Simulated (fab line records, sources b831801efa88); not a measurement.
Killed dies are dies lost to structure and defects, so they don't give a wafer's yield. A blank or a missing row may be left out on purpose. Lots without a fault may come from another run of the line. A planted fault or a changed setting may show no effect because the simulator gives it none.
Which tool did it? | flow gf180mcu | 11 lots, 33 wafers sampled, at 5 steps of a route of 602

WHAT THE GAUGES READ, wafer by wafer
GF_V3_OVL_MEAS_15.
lot  | measured     | on         | V3_OVL (nm)
L338 | day 22 08:07 | overlay-02 | 8 10 5
L340 | day 23 03:58 | overlay-02 | -1 1 4
L341 | day 23 11:22 | overlay-02 | -5 -3 -12
L343 | day 24 12:22 | overlay-02 | 2 -3 2
L345 | day 24 21:18 | overlay-01 | -3 0 -6
L351 | day 27 02:07 | overlay-01 | -2 5 -1
L352 | day 27 05:14 | overlay-01 | 8 -2 3
L353 | day 27 11:18 | overlay-02 | 9 -6 4
L355 | day 28 01:47 | overlay-01 | 6 2 1
L356 | day 28 14:02 | overlay-02 | -5 5 8
L357 | day 28 21:21 | overlay-02 | 1 13 8

WHICH TOOL RAN EACH LOT (tool, then ch and the chambers of the sampled wafers, then the start)
lot  | GF_M2_METAL_ETCH_16               | GF_M2_STRIP_17                       | GF_M3_STRIP_17                       | GF_V3_CMP_04
L338 | rie_metal-03 ch 0, day 19 03:05   | plasma_asher-01 ch 0,1, day 19 03:13 | plasma_asher-03 ch 0, day 21 06:29   | cmp-02 ch 0,2, day 21 07:38
L340 | rie_metal-03 ch 0,1, day 20 00:57 | plasma_asher-03 ch 0,1, day 20 01:05 | plasma_asher-01 ch 0,1, day 22 03:58 | cmp-02 ch 0,3, day 22 04:53
L341 | rie_metal-02 ch 0,1, day 20 09:10 | plasma_asher-03 ch 0,1, day 20 09:17 | plasma_asher-04 ch 0,1, day 22 11:25 | cmp-01 ch 0,1,3, day 22 12:22
L343 | rie_metal-01 ch 0,1, day 21 11:17 | plasma_asher-03 ch 0,1, day 21 11:25 | plasma_asher-04 ch 0,1, day 23 12:23 | cmp-01 ch 0,1, day 23 13:11
L345 | rie_metal-02 ch 0,1, day 21 20:53 | plasma_asher-02 ch 0,1, day 21 21:01 | plasma_asher-03 ch 0,1, day 23 22:25 | cmp-02 ch 0,1,2, day 23 23:25
L351 | rie_metal-01 ch 0, day 24 05:31   | plasma_asher-01 ch 0,1, day 24 05:44 | plasma_asher-03 ch 0,1, day 26 03:58 | cmp-01 ch 0,2, day 26 04:54
L352 | rie_metal-03 ch 0, day 24 09:46   | plasma_asher-01 ch 1, day 24 09:54   | plasma_asher-04 ch 0,1, day 26 07:04 | cmp-01 ch 2,3, day 26 07:52
L353 | rie_metal-03 ch 0,1, day 24 17:31 | plasma_asher-01 ch 0,1, day 24 17:39 | plasma_asher-04 ch 0,1, day 26 13:53 | cmp-01 ch 0,2,3, day 26 14:46
L355 | rie_metal-03 ch 0,1, day 25 07:19 | plasma_asher-01 ch 0,1, day 25 07:27 | plasma_asher-04 ch 0,1, day 27 04:35 | cmp-01 ch 1,2,3, day 27 05:23
L356 | rie_metal-02 ch 0,1, day 25 21:51 | plasma_asher-02 ch 0,1, day 25 21:59 | plasma_asher-01 ch 0, day 27 17:22   | cmp-02 ch 0,1, day 27 18:12
L357 | rie_metal-03 ch 0,1, day 26 04:33 | plasma_asher-01 ch 0, day 26 04:41   | plasma_asher-03 ch 1, day 28 00:31   | cmp-02 ch 0,2, day 28 01:25
- GF_M2_METAL_ETCH_16: etches the open film in Cl2/BCl3, stops on SiO2, target depth 750.8 nm, time 125.1 s.
- GF_M2_STRIP_17: strips in O2/N2.
- GF_M3_STRIP_17: strips in O2/N2.
- GF_V3_CMP_04: polishes SiO2.

WHAT THE TOOLS THEMSELVES READ (means of the sampled wafers that have a number; where no wafer has one, the mark that the record gives instead)
GF_M2_METAL_ETCH_16.
lot  | tool         | bias_w (W) | drypump_motor_current_A (A) | oes_product_au (a.u.) | throttle_valve_pct (%)
L338 | rie_metal-03 | 139.9      | 6.5                         | 0.996                 | 28.225
L340 | rie_metal-03 | 139.8      | 6.1                         | 0.987                 | 28.227
L341 | rie_metal-02 | 139.5      | 6.1                         | 0.984                 | 28.230
L343 | rie_metal-01 | 139.8      | 5.5                         | 0.986                 | 28.232
L345 | rie_metal-02 | 140.1      | 6.1                         | 0.973                 | 28.235
L351 | rie_metal-01 | 140.4      | 6.1                         | 0.988                 | 28.221
L352 | rie_metal-03 | 139.8      | 6.5                         | 0.990                 | 28.238
L353 | rie_metal-03 | 140.0      | 6.1                         | 0.976                 | 28.237
L355 | rie_metal-03 | 215.1      | 6.3                         | 0.999                 | 28.219
L356 | rie_metal-02 | 139.8      | 6.1                         | 0.986                 | 28.219
L357 | rie_metal-03 | 214.4      | 6.3                         | 0.998                 | 28.220

GF_M2_STRIP_17.
lot  | tool            | drypump_motor_current_A (A) | heater_power_w (W) | oes_product_au (a.u.) | strip_time_to_endpoint_s (s)
L338 | plasma_asher-01 | 5.2                         | 334                | 0.541                 | 7.38
L340 | plasma_asher-03 | 5.6                         | 307                | 0.540                 | 7.40
L341 | plasma_asher-03 | 5.8                         | 324                | 0.540                 | 7.39
L343 | plasma_asher-03 | 5.6                         | 311                | 0.538                 | 7.43
L345 | plasma_asher-02 | 5.2                         | 393                | 0.538                 | 7.42
L351 | plasma_asher-01 | 5.4                         | 343                | 0.538                 | 7.27
L352 | plasma_asher-01 | 4.9                         | 330                | 0.535                 | 7.40
L353 | plasma_asher-01 | 5.4                         | 340                | 0.542                 | 7.43
L355 | plasma_asher-01 | 5.1                         | 334                | 0.521                 | 6.97
L356 | plasma_asher-02 | 5.2                         | 354                | 0.538                 | 7.39
L357 | plasma_asher-01 | 5.6                         | 348                | 0.524                 | 7.00

GF_M3_STRIP_17.
lot  | tool            | drypump_motor_current_A (A) | heater_power_w (W) | oes_product_au (a.u.) | strip_time_to_endpoint_s (s)
L338 | plasma_asher-03 | 5.4                         | 294                | 0.539                 | 7.36
L340 | plasma_asher-01 | 5.4                         | 345                | 0.537                 | 7.46
L341 | plasma_asher-04 | 5.6                         | 360                | 0.535                 | 7.32
L343 | plasma_asher-04 | 5.6                         | 360                | 0.534                 | 7.42
L345 | plasma_asher-03 | 5.8                         | 320                | 0.539                 | 7.42
L351 | plasma_asher-03 | 5.6                         | 308                | 0.531                 | 7.36
L352 | plasma_asher-04 | 5.6                         | 342                | 0.532                 | 7.30
L353 | plasma_asher-04 | 5.6                         | 345                | 0.540                 | 7.48
L355 | plasma_asher-04 | 5.6                         | 358                | 0.531                 | 7.27
L356 | plasma_asher-01 | 5.6                         | 346                | 0.531                 | 7.27
L357 | plasma_asher-03 | 6.1                         | 336                | 0.543                 | 7.41

GF_V3_CMP_04.
lot  | tool   | edge_zone_pressure_frac | motor_current_A (A) | time_to_endpoint_s (s)
L338 | cmp-02 | 1.000                   | 12.1                | 72
L340 | cmp-02 | 1.005                   | 12.7                | 85
L341 | cmp-01 | 0.999                   | 12.2                | 79
L343 | cmp-01 | 1.003                   | 12.3                | 76
L345 | cmp-02 | 0.995                   | 12.2                | 81
L351 | cmp-01 | 0.996                   | 13.5                | 81
L352 | cmp-01 | 0.996                   | 12.1                | 77
L353 | cmp-01 | 0.998                   | 13.3                | 83
L355 | cmp-01 | 0.999                   | 11.8                | 71
L356 | cmp-02 | 1.002                   | 12.2                | 76
L357 | cmp-02 | 0.996                   | 11.9                | 76

THE ANSWER, worked out from the rows above alone
Rule: what is usual is taken from the lots themselves. Put in order of their means at a reading, lots are off if they are a third of the lots or fewer, leave a main group of 4 or more, and stand apart from it by a gap of 3 or more times the standard deviation of the main group's means; of several such gaps the widest counts. A main group whose means are all the same, to the digits that the tables above print for the reading, isn't used. A lot without any number at a reading at which 4 lots or more have one is off too. The other lots that the step has rows for count as sound. The gauges are gone through in route order, then the tools' own readings, and for those a lot's mean is taken as printed above. The first step at which some lot is off is used, and at that step the reading that is off furthest; a lot without a number counts as furthest.
Off: L355, L357, at GF_M2_METAL_ETCH_16 (bias_w). The main group: mean 139.9 W, standard deviation 0.24.
A tool fits if, at that step or a process step before it, it ran every lot that is off, and no sound lot after the first of them. One fits: rie_metal-03 at GF_M2_METAL_ETCH_16. Its last sound lot is L353 (day 24 17:31), its first lot that is off L355 (day 25 07:19): a fault that began between those two fits.
The tool's own readings at GF_M2_METAL_ETCH_16 bear it out: on the lots that are off they differ by more than 5 times the standard deviation of the sound lots' means. bias_w reads 214.8 W there against 139.9 W on the sound lots.

WHAT THE SIMULATOR HAD PUT IN
Process parameter drift: rie_metal-03, from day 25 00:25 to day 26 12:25, at GF_M2_METAL_ETCH_16. Setting bias_w, moved by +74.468, from 140. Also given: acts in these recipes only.
Lots struck among those shown: L355, L357. The rule above found the same.
